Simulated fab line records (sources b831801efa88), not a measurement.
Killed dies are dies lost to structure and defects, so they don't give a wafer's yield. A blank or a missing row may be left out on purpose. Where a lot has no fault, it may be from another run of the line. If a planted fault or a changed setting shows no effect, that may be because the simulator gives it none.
fab line records    flow sky130
[record] lots = 12  wafers = 36  last_day = 49
route steps=708 shown VIA4@652 METAL5@662 PASSIVATION@693 PAD_OPEN@708
lots that met no fault: from a run of the same line without faults
start_h: hours from the record's opening day to when the first of the lot's shown wafers began    wait_h: hours elapsed since this lot's preceding step    " repeats the value in the row above    L1.1+2: a single row standing in for several wafers    - value missing, or start not given    * or withheld: withheld    < > ~ a bound
route shown NAME@n: NAME is a module with steps in the file, n the number in the route of the first one    usual: mean and standard deviation over wafers with no fault    same: alike in all rows    chamber/n: place in a boat    sites: per-site readings    _std_site: the values' standard deviation    _edge_site: inner sites' mean taken away from outer sites' mean    radius_mm: how far each site lies from the wafer's centre    mask NAME#n: copy n    behind: tool/chamber where the wafer was last shaped    hold: cause of the lot's hold/its duration in hours/its outcome    device: transistor that didn't switch, given as n, p or np    end of line: tests of these same wafers at the route's end    where a step has no rows: the recipe by itself    killed: count of dies lost to structure and defects at first sort (not the wafer's yield)    map: the dies of a wafer, with x for killed, . for not killed, _ for no die there
set.NAME: the run value of the setting; set.NAME@STEP: its run value at that earlier step    model.NAME: the simulator's own value behind a step, which no gauge read
a sample of lots followed through the steps of the route, with each step as a table and each wafer as a row
services: a tool's chamber out of use, with start hour (start_h, from the record's first day; less than 0 if before it), hours out, and reason
[[steps]]
[step SKY_VIA4_STRIP_13]
[recipe] chemistry = O2/N2  power_w = 1400  pressure_mtorr = 1500  platen_temp_c = withheld  o2_flow_sccm = 3000  n2_flow_sccm = 300  overash_fraction = 0.5
[usual] drypump_motor_current_A = 5.6/0.38  oes_product_au = 0.710/0.0045  strip_time_to_endpoint_s = 12.82/0.034
lot.wafer  tool             chamber  start_h  wait_h  drypump_motor_current_A  oes_product_au  rf_hours_counter_h  strip_time_to_endpoint_s
L360.2     plasma_asher-01  1        1010.13  -       5.6                      0.706           58                  12.79
L360.3     "                1        "        "       5.6                      0.717           -                   12.82
L360.6     "                0        "        "       5.7                      0.712           -                   12.82
L361.1     plasma_asher-01  1        1019.51  -       5.7                      0.703           59                  12.77
L361.3     "                0        "        "       5.7                      0.702           -                   12.84
L361.6     "                0        "        "       5.7                      0.705           -                   12.82
L362.1     plasma_asher-04  0        1025.53  -       6.0                      0.705           29                  12.83
L362.3     "                0        "        "       6.0                      0.713           -                   12.79
L362.6     "                0        "        "       5.9                      0.704           -                   12.78
L363.3     plasma_asher-04  0        1032.80  -       6.0                      0.710           -                   12.85
L363.4     "                1        "        "       5.0                      0.709           -                   12.85
L363.6     "                1        "        "       5.0                      0.712           -                   12.83
L364.1     plasma_asher-04  0        1039.68  -       6.0                      0.713           30                  12.89
L364.3     "                0        "        "       6.0                      0.710           -                   12.89
L364.4     "                1        "        "       5.0                      0.711           -                   12.89
L365.2     plasma_asher-01  0        1045.61  -       5.7                      0.713           61                  12.86
L365.3     "                1        "        "       5.6                      0.704           -                   12.81
L365.4     "                0        "        "       5.7                      0.710           -                   12.81
L367.1     plasma_asher-01  0        1059.58  -       5.7                      0.715           63                  12.82
L367.2     "                1        "        "       5.6                      0.709           63                  12.88
L367.4     "                0        "        "       5.7                      0.705           -                   12.82
L374.2     plasma_asher-04  0        1106.61  -       6.0                      0.719           36                  12.83
L374.4     "                1        "        "       5.0                      0.705           -                   12.88
L374.5     "                1        "        "       5.0                      0.717           -                   12.80
L375.1     plasma_asher-01  0        1110.78  -       5.7                      0.710           68                  12.80
L375.3     "                0        "        "       5.7                      0.706           -                   12.81
L375.5     "                1        "        "       5.6                      0.710           -                   12.83
L377.3     plasma_asher-03  1        1118.60  -       5.9                      0.712           -                   12.79
L377.4     "                0        "        "       5.1                      0.708           -                   12.80
L377.6     "                0        "        "       5.1                      0.700           -                   12.82
L378.1     plasma_asher-03  1        1124.06  -       5.9                      0.712           6                   12.85
L378.2     "                0        "        "       5.1                      0.709           6                   12.81
L378.4     "                0        "        "       5.1                      0.713           -                   12.82
L379.1     plasma_asher-03  1        1126.38  -       5.9                      0.704           6                   12.89
L379.2     "                0        "        "       5.0                      0.716           6                   12.87
L379.4     "                0        "        "       5.0                      0.713           -                   12.91
[step SKY_VIA4_SPUTTER_17]
[recipe] material = TiN  target_thk_nm = 20  chamber_pressure_pa = 5  power_w = 4000  time_s = 80
[usual] throttle_valve_pct = 30.1/0.86
[same] time_s = 80
lot.wafer  tool            chamber  start_h  wait_h  throttle_valve_pct
L360.2     pvd_sputter-01  -        1010.72  0.0     31.6
L360.3     "               -        "        "       30.6
L360.6     "               -        "        "       31.4
L361.1     pvd_sputter-04  -        1020.39  0.0     28.8
L361.3     "               -        "        "       29.0
L361.6     "               -        "        "       29.1
L362.1     pvd_sputter-04  -        1026.12  0.0     29.0
L362.3     "               -        "        "       28.6
L362.6     "               -        "        "       30.0
L363.3     pvd_sputter-03  -        1033.36  0.0     28.7
L363.4     "               -        "        "       30.3
L363.6     "               -        "        "       29.6
L364.1     pvd_sputter-01  -        1040.27  0.0     31.7
L364.3     "               -        "        "       30.8
L364.4     "               -        "        "       30.7
L365.2     pvd_sputter-04  -        1046.21  0.0     28.7
L365.3     "               -        "        "       29.3
L365.4     "               -        "        "       29.7
L367.1     pvd_sputter-01  -        1060.22  0.0     30.0
L367.2     "               -        "        "       31.5
L367.4     "               -        "        "       30.4
L374.2     pvd_sputter-01  -        1107.79  0.0     31.6
L374.4     "               -        "        "       30.4
L374.5     "               -        "        "       30.3
L375.1     pvd_sputter-01  -        1111.44  0.0     30.8
L375.3     "               -        "        "       31.3
L375.5     "               -        "        "       30.3
L377.3     pvd_sputter-01  -        1119.16  0.0     29.9
L377.4     "               -        "        "       31.5
L377.6     "               -        "        "       30.4
L378.1     pvd_sputter-01  -        1124.66  0.0     30.2
L378.2     "               -        "        "       30.3
L378.4     "               -        "        "       30.7
L379.1     pvd_sputter-03  -        1126.97  0.0     31.3
L379.2     "               -        "        "       29.4
L379.4     "               -        "        "       30.3
[step SKY_METAL5_SPUTTER_01]
[recipe] material = TiN  target_thk_nm = 20  power_w = 6500  time_s = 16.7  chamber_pressure_pa = 0.4
[usual] throttle_valve_pct = 29.9/1.1
[same] time_s = 16.7
lot.wafer  tool            chamber  start_h  wait_h  throttle_valve_pct
L360.2     pvd_sputter-01  -        1011.47  0.0     30.4
L360.3     "               -        "        "       30.2
L360.6     "               -        "        "       30.2
L361.1     pvd_sputter-02  -        1021.32  0.0     29.0
L361.3     "               -        "        "       29.5
L361.6     "               -        "        "       29.2
L362.1     pvd_sputter-03  -        1026.84  0.0     31.5
L362.3     "               -        "        "       28.8
L362.6     "               -        "        "       29.1
L363.3     pvd_sputter-03  -        1034.07  0.0     30.5
L363.4     "               -        "        "       28.7
L363.6     "               -        "        "       31.5
L364.1     pvd_sputter-01  -        1040.99  0.0     30.7
L364.3     "               -        "        "       31.6
L364.4     "               -        "        "       30.2
L365.2     pvd_sputter-02  -        1046.92  0.0     29.5
L365.3     "               -        "        "       27.6
L365.4     "               -        "        "       29.4
L367.1     pvd_sputter-02  -        1060.93  0.0     29.7
L367.2     "               -        "        "       29.2
L367.4     "               -        "        "       29.7
L374.2     pvd_sputter-02  -        1108.50  0.0     27.5
L374.4     "               -        "        "       29.4
L374.5     "               -        "        "       29.3
L375.1     pvd_sputter-02  -        1112.16  0.0     29.6
L375.3     "               -        "        "       27.5
L375.5     "               -        "        "       29.6
L377.3     pvd_sputter-03  -        1119.88  0.0     30.3
L377.4     "               -        "        "       31.4
L377.6     "               -        "        "       30.4
L378.1     pvd_sputter-03  -        1125.51  0.0     30.4
L378.2     "               -        "        "       29.6
L378.4     "               -        "        "       30.3
L379.1     pvd_sputter-01  -        1127.69  0.0     30.5
L379.2     "               -        "        "       31.8
L379.4     "               -        "        "       30.5
[step SKY_PASSIVATION_STRIP_12]
[recipe] chemistry = O2/N2  power_w = 1400  pressure_mtorr = 1500  platen_temp_c = withheld  overash_fraction = 0.7  o2_flow_sccm = 3000  n2_flow_sccm = 300
[usual] drypump_motor_current_A = 5.6/0.32  oes_product_au = 0.661/0.0048  strip_time_to_endpoint_s = 31.50/0.14
lot.wafer  tool             chamber  start_h  wait_h  drypump_motor_current_A  oes_product_au  rf_hours_counter_h  strip_time_to_endpoint_s
L360.2     plasma_asher-02  0        1056.99  0.1     5.6                      0.664           94                  31.79
L360.3     "                1        "        "       5.3                      0.658           -                   31.68
L360.6     "                0        "        "       5.6                      0.655           -                   31.84
L361.1     plasma_asher-01  1        1066.39  0.1     5.6                      0.662           64                  31.79
L361.3     "                1        "        "       5.6                      0.665           -                   31.55
L361.6     "                0        "        "       5.8                      0.666           -                   31.59
L362.1     plasma_asher-02  0        1071.66  0.1     5.7                      0.661           96                  31.58
L362.3     "                1        "        "       5.3                      0.667           -                   31.58
L362.6     "                1        "        "       5.3                      0.662           -                   31.55
L363.3     plasma_asher-01  1        1078.03  0.1     5.6                      0.658           -                   31.48
L363.4     "                0        "        "       5.7                      0.663           -                   31.68
L363.6     "                1        "        "       5.6                      0.662           -                   31.50
L364.1     plasma_asher-04  0        1085.11  0.1     6.0                      0.661           34                  31.56
L364.3     "                0        "        "       6.0                      0.655           -                   31.48
L364.4     "                1        "        "       5.0                      0.659           -                   31.60
L365.2     plasma_asher-04  0        1090.04  0.1     6.0                      0.654           34                  31.50
L365.3     "                1        "        "       5.0                      0.661           -                   31.19
L365.4     "                0        "        "       6.0                      0.655           -                   31.27
L367.1     plasma_asher-01  0        1103.54  0.1     5.7                      0.665           68                  31.63
L367.2     "                1        "        "       5.6                      0.661           68                  31.63
L367.4     "                1        "        "       5.6                      0.650           -                   31.53
L374.2     plasma_asher-01  1        1147.46  0.1     5.6                      0.660           72                  31.47
L374.4     "                0        "        "       5.7                      0.665           -                   31.47
L374.5     "                1        "        "       5.7                      0.657           -                   31.51
L375.1     plasma_asher-01  0        1151.54  0.1     5.7                      0.666           72                  31.41
L375.3     "                1        "        "       5.6                      0.658           -                   31.49
L375.5     "                1        "        "       5.6                      0.667           -                   31.41
L377.3     plasma_asher-04  0        1159.00  0.1     5.9                      0.661           -                   31.59
L377.4     "                1        "        "       5.0                      0.659           -                   31.58
L377.6     "                0        "        "       6.0                      0.666           -                   31.51
L378.1     plasma_asher-01  1        1163.01  0.1     5.6                      0.663           74                  31.46
L378.2     "                0        "        "       5.7                      0.661           74                  31.46
L378.4     "                1        "        "       5.6                      0.656           -                   31.41
L379.1     plasma_asher-02  0        1165.43  0.1     5.7                      0.662           105                 31.61
L379.2     "                1        "        "       5.2                      0.668           105                 31.54
L379.4     "                1        "        "       5.3                      0.665           -                   31.55
[step SKY_PAD_OPEN_PROBE_99]
[usual] defect_limited_yield = 82.2/2.2  killed_at_M0_to_M3 = 45/7.1  killed_at_M4_up = 3.0/1.8  killed_at_contacts = 24/5.4  killed_at_front_end = 16/4.9  killed_at_other = 0.3/0.63  killed_dies = 88/11  killed_open = 47/7.4  killed_short = 40/7  sort_bin_3_pad_short = 1.0/0.43  sort_bin_5_function = 10.6/1.7  sort_bin_6_memory = 6.3/1.1  sort_n_pass = 404/11  sort_yield_pct = 82.2/2.2
[same] gross_dies = 492  killed_at_back_side = 0  sort_bin_4_leakage[%] = 0  sort_bin_8_speed[%] = 0
lot.wafer  tool       chamber  start_h  wait_h  defect_limited_yield[%]  killed_at_M0_to_M3  killed_at_M4_up  killed_at_contacts  killed_at_front_end  killed_at_other  killed_dies  killed_open  killed_short  sort_bin_3_pad_short[%]  sort_bin_5_function[%]  sort_bin_6_memory[%]  sort_n_pass  sort_yield_pct[%]
L361.1     prober-01  -        1089.68  0.1     83.3                     38                  4                25                  15                   0                82           43           38            0.4                      9.3                     6.9                   410          83.3
L361.3     prober-01  -        1089.78  0.2     86.4                     37                  1                25                  4                    0                67           43           24            0.4                      7.5                     5.7                   425          86.4
L361.6     prober-01  -        1089.93  0.2     81.1                     50                  3                29                  11                   0                93           43           50            0.6                      12.4                    5.9                   399          81.1
L364.1     prober-02  -        1107.24  0.1     83.3                     43                  6                19                  14                   0                82           40           42            0.8                      10.6                    5.3                   410          83.3
L364.3     prober-02  -        1107.34  0.2     81.5                     46                  4                18                  21                   2                91           53           38            1.0                      10.0                    7.5                   401          81.5
L364.4     prober-02  -        1107.39  0.2     83.1                     43                  2                26                  11                   1                83           38           45            1.2                      9.6                     6.1                   409          83.1
L367.1     prober-02  -        1125.62  0.1     85.4                     40                  1                18                  13                   0                72           41           31            0.2                      8.9                     5.5                   420          85.4
L367.2     prober-02  -        1125.67  0.1     81.9                     44                  1                21                  23                   0                89           45           44            0.6                      10.8                    6.7                   403          81.9
L367.4     prober-02  -        1125.77  0.2     83.1                     45                  3                25                  10                   0                83           46           36            1.4                      10.4                    5.1                   409          83.1
L374.2     prober-02  -        1167.26  0.1     74.0                     43                  52               14                  18                   1                128          44           33            2.6                      16.7                    6.7                   364          74.0
L374.4     prober-02  -        1167.36  0.2     72.2                     42                  61               17                  16                   1                137          44           35            2.6                      15.9                    9.3                   355          72.2
L374.5     prober-02  -        1167.41  0.2     71.7                     41                  48               32                  18                   0                139          47           47            2.0                      19.3                    6.9                   353          71.7
L375.1     prober-01  -        1171.31  0.1     73.2                     54                  33               22                  23                   0                132          54           46            2.0                      17.9                    6.9                   360          73.2
L375.3     prober-01  -        1171.41  0.2     72.0                     43                  65               19                  11                   0                138          32           43            2.8                      15.7                    9.6                   354          72.0
L375.5     prober-01  -        1171.51  0.2     74.2                     40                  53               21                  11                   2                127          34           43            4.1                      15.9                    5.9                   365          74.2
L377.3     prober-01  -        1177.74  0.2     84.3                     35                  5                24                  13                   0                77           45           32            0.6                      7.9                     7.1                   415          84.3
L377.4     prober-01  -        1177.79  0.2     85.8                     35                  2                23                  10                   0                70           43           27            0.6                      8.9                     4.7                   422          85.8
L377.6     prober-01  -        1177.89  0.2     82.1                     31                  6                32                  19                   0                88           41           47            0.8                      10.2                    6.9                   404          82.1
L378.1     prober-02  -        1182.20  0.1     79.3                     49                  1                33                  19                   0                102          54           48            0.6                      13.6                    6.5                   390          79.3
L378.2     prober-02  -        1182.25  0.1     77.6                     52                  4                33                  21                   0                110          58           52            0.8                      12.8                    8.7                   382          77.6
L378.4     prober-02  -        1182.35  0.2     79.9                     38                  2                36                  21                   2                99           54           44            1.2                      9.3                     9.6                   393          79.9
// killed by level:class
L361.1 CONTACT:geometric_particle:open=10 VIA1:geometric_particle:short=7 LI_CONTACT:geometric_particle:open=6 VIA1:geometric_particle:open=6 VIA2:geometric_particle:open=6 METAL3:geometric_particle:short=6 FIELD_ISO:geometric_particle:open=4 METAL1:geometric_particle:short=4
L361.3 VIA1:geometric_particle:open=12 CONTACT:geometric_particle:open=9 VIA3:geometric_particle:open=8 LI_CONTACT:geometric_particle:open=7 CONTACT:geometric_particle:short=5 METAL1:geometric_particle:short=5 LOCAL_INTERCONNECT:geometric_particle:short=3 VIA2:geometric_particle:open=3
L361.6 VIA1:geometric_particle:short=10 LI_CONTACT:geometric_particle:open=8 CONTACT:geometric_particle:open=7 METAL2:geometric_particle:short=7 CONTACT:geometric_particle:short=6 METAL1:geometric_particle:short=6 VIA3:geometric_particle:open=6 POLY_GATE:geometric_particle:short=5
L364.1 VIA1:geometric_particle:open=7 CONTACT:geometric_particle:open=7 VIA2:geometric_particle:open=7 POLY_GATE:geometric_particle:open=5 METAL1:geometric_particle:short=5 CONTACT:geometric_particle:short=5 METAL2:geometric_particle:short=5 METAL2:geometric_particle:open=4
L364.3 VIA1:geometric_particle:open=14 LI_CONTACT:geometric_particle:open=8 CONTACT:geometric_particle:open=8 VIA1:geometric_particle:short=6 FIELD_ISO:geometric_particle:open=5 METAL2:geometric_particle:short=5 VIA3:geometric_particle:open=5 POLY_GATE:geometric_particle:short=4
L364.4 METAL2:geometric_particle:short=7 VIA2:geometric_particle:open=7 CONTACT:geometric_particle:open=6 METAL1:geometric_particle:short=6 LI_CONTACT:geometric_particle:open=5 LOCAL_INTERCONNECT:geometric_particle:short=5 VIA1:geometric_particle:short=5 CONTACT:geometric_particle:short=4
L367.1 VIA1:geometric_particle:open=11 VIA3:geometric_particle:open=7 CONTACT:geometric_particle:open=7 FIELD_ISO:geometric_particle:short=6 VIA2:geometric_particle:open=5 VIA1:geometric_particle:short=4 LI_CONTACT:geometric_particle:open=4 CONTACT:geometric_particle:short=4
L367.2 CONTACT:geometric_particle:open=9 VIA1:geometric_particle:open=9 VIA2:geometric_particle:open=7 METAL3:geometric_particle:short=7 POLY_GATE:geometric_particle:short=6 FIELD_ISO:geometric_particle:short=5 METAL1:geometric_particle:short=5 LI_CONTACT:geometric_particle:open=5
L367.4 VIA1:geometric_particle:open=11 VIA3:geometric_particle:open=9 CONTACT:geometric_particle:open=7 LI_CONTACT:geometric_particle:open=7 VIA1:geometric_particle:short=7 METAL1:geometric_particle:short=6 VIA2:geometric_particle:open=5 FIELD_ISO:geometric_particle:open=4
L374.2 METAL5:unspecified=50 VIA1:geometric_particle:open=12 VIA2:geometric_particle:open=8 FIELD_ISO:geometric_particle:open=6 VIA2:geometric_particle:short=5 POLY_GATE:geometric_particle:short=4 POLY_GATE:geometric_particle:open=4 LOCAL_INTERCONNECT:geometric_particle:short=4
L374.4 METAL5:unspecified=57 CONTACT:geometric_particle:open=9 VIA1:geometric_particle:open=9 VIA1:geometric_particle:short=8 POLY_GATE:geometric_particle:short=6 LI_CONTACT:geometric_particle:open=6 POLY_GATE:geometric_particle:open=5 VIA3:geometric_particle:open=5
L374.5 METAL5:unspecified=45 CONTACT:geometric_particle:open=10 LI_CONTACT:geometric_particle:open=9 CONTACT:geometric_particle:short=6 VIA2:geometric_particle:open=6 VIA3:geometric_particle:open=6 LOCAL_INTERCONNECT:geometric_particle:short=5 METAL2:geometric_particle:short=5
L375.1 METAL5:unspecified=32 VIA2:geometric_particle:open=9 VIA1:geometric_particle:open=8 FIELD_ISO:geometric_particle:open=7 METAL1:geometric_particle:short=7 POLY_GATE:geometric_particle:open=7 LI_CONTACT:geometric_particle:open=7 VIA1:geometric_particle:short=7
L375.3 METAL5:unspecified=63 METAL2:geometric_particle:short=13 VIA1:geometric_particle:open=11 CONTACT:geometric_particle:open=6 VIA3:geometric_particle:short=6 CONTACT:geometric_particle:short=5 POLY_GATE:geometric_particle:short=4 METAL1:geometric_particle:short=4
L375.5 METAL5:unspecified=50 VIA1:geometric_particle:short=8 VIA3:geometric_particle:open=7 LI_CONTACT:geometric_particle:open=7 VIA1:geometric_particle:open=6 CONTACT:geometric_particle:short=5 METAL3:geometric_particle:short=5 POLY_GATE:geometric_particle:open=4
L377.3 VIA1:geometric_particle:open=8 VIA3:geometric_particle:open=8 CONTACT:geometric_particle:open=7 LI_CONTACT:geometric_particle:open=6 VIA2:geometric_particle:open=5 POLY_GATE:geometric_particle:short=4 SPACER:geometric_particle:short=4 LOCAL_INTERCONNECT:geometric_particle:short=4
L377.4 VIA1:geometric_particle:open=13 LI_CONTACT:geometric_particle:open=7 CONTACT:geometric_particle:open=6 FIELD_ISO:geometric_particle:open=4 LOCAL_INTERCONNECT:geometric_particle:short=4 VIA1:geometric_particle:short=4 VIA2:geometric_particle:open=4 FIELD_ISO:geometric_particle:short=3
L377.6 CONTACT:geometric_particle:open=11 FIELD_ISO:geometric_particle:short=7 LI_CONTACT:geometric_particle:open=6 LOCAL_INTERCONNECT:geometric_particle:short=6 VIA1:geometric_particle:open=6 METAL3:geometric_particle:short=6 FIELD_ISO:geometric_particle:open=4 POLY_GATE:geometric_particle:short=4
L378.1 VIA1:geometric_particle:open=14 CONTACT:geometric_particle:open=11 CONTACT:geometric_particle:short=8 METAL2:geometric_particle:short=7 LI_CONTACT:geometric_particle:short=5 LI_CONTACT:geometric_particle:open=5 VIA2:geometric_particle:open=5 FIELD_ISO:geometric_particle:short=4
L378.2 VIA1:geometric_particle:open=13 CONTACT:geometric_particle:open=11 METAL2:geometric_particle:short=9 METAL1:geometric_particle:short=9 FIELD_ISO:geometric_particle:open=8 LI_CONTACT:geometric_particle:open=8 VIA2:geometric_particle:open=8 LI_CONTACT:geometric_particle:short=6
L378.4 CONTACT:geometric_particle:open=16 VIA1:geometric_particle:open=8 METAL2:geometric_particle:short=7 CONTACT:geometric_particle:short=6 LI_CONTACT:geometric_particle:open=6 FIELD_ISO:geometric_particle:short=5 LOCAL_INTERCONNECT:geometric_particle:short=5 METAL1:geometric_particle:short=5
[[services]]
tool             chamber  start_h  hours  kind
plasma_asher-02  -        997.67   5.9    repair
plasma_asher-01  -        1001.45  5.4    repair
pvd_sputter-01   -        1007.24  0.7    repair
pvd_sputter-02   -        1012.24  4.2    repair
pvd_sputter-01   1        1025.22  -      consumable_replace:kit
pvd_sputter-01   1        1025.22  18.0   scheduled_down
pvd_sputter-01   1        1025.22  18.0   vent_cycle
pvd_sputter-02   -        1036.83  2.9    repair
plasma_asher-01  -        1038.69  1.6    repair
pvd_sputter-04   -        1046.41  2.3    repair
plasma_asher-04  -        1052.34  10.4   repair
plasma_asher-03  -        1055.25  9.0    pm
pvd_sputter-02   -        1079.05  4.1    repair
pvd_sputter-04   -        1079.33  1.2    repair
pvd_sputter-04   -        1088.94  0.6    repair
plasma_asher-02  -        1110.91  3.2    repair
pvd_sputter-04   -        1111.27  3.3    repair
pvd_sputter-03   3        1114.48  -      consumable_replace:kit
pvd_sputter-03   3        1114.48  18.0   scheduled_down
pvd_sputter-01   0        1135.21  -      consumable_replace:kit
pvd_sputter-01   0        1135.21  18.0   scheduled_down
pvd_sputter-01   0        1135.21  18.0   vent_cycle
pvd_sputter-02   -        1137.35  3.4    repair
pvd_sputter-02   -        1154.82  1.5    repair
[[key]]
[first_sign] step = SKY_PAD_OPEN_PROBE_99  reading = killed_at_M4_up  direction = up  sigmas = 27  usual = 3.0  struck = 52
[effect] step = SKY_PAD_OPEN_PROBE_99  reading = defect_limited_yield  direction = down  sigmas = 4.2  usual = 82.2  struck = 72.9
met_at SKY_METAL5_SPUTTER_01
struck_lots L374,L375
not_acting_at SKY_VIA4_STRIP_13,SKY_VIA4_SPUTTER_17,SKY_PASSIVATION_STRIP_12
onset_between 1060.93 1108.50
[fault] kind = chamber_particle_source  tool = pvd_sputter-02  chamber = -  onset_h = 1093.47  steps = SKY_METAL5_SPUTTER_01  rate_per_visit_cm2 = 0.75545  end_h = 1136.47
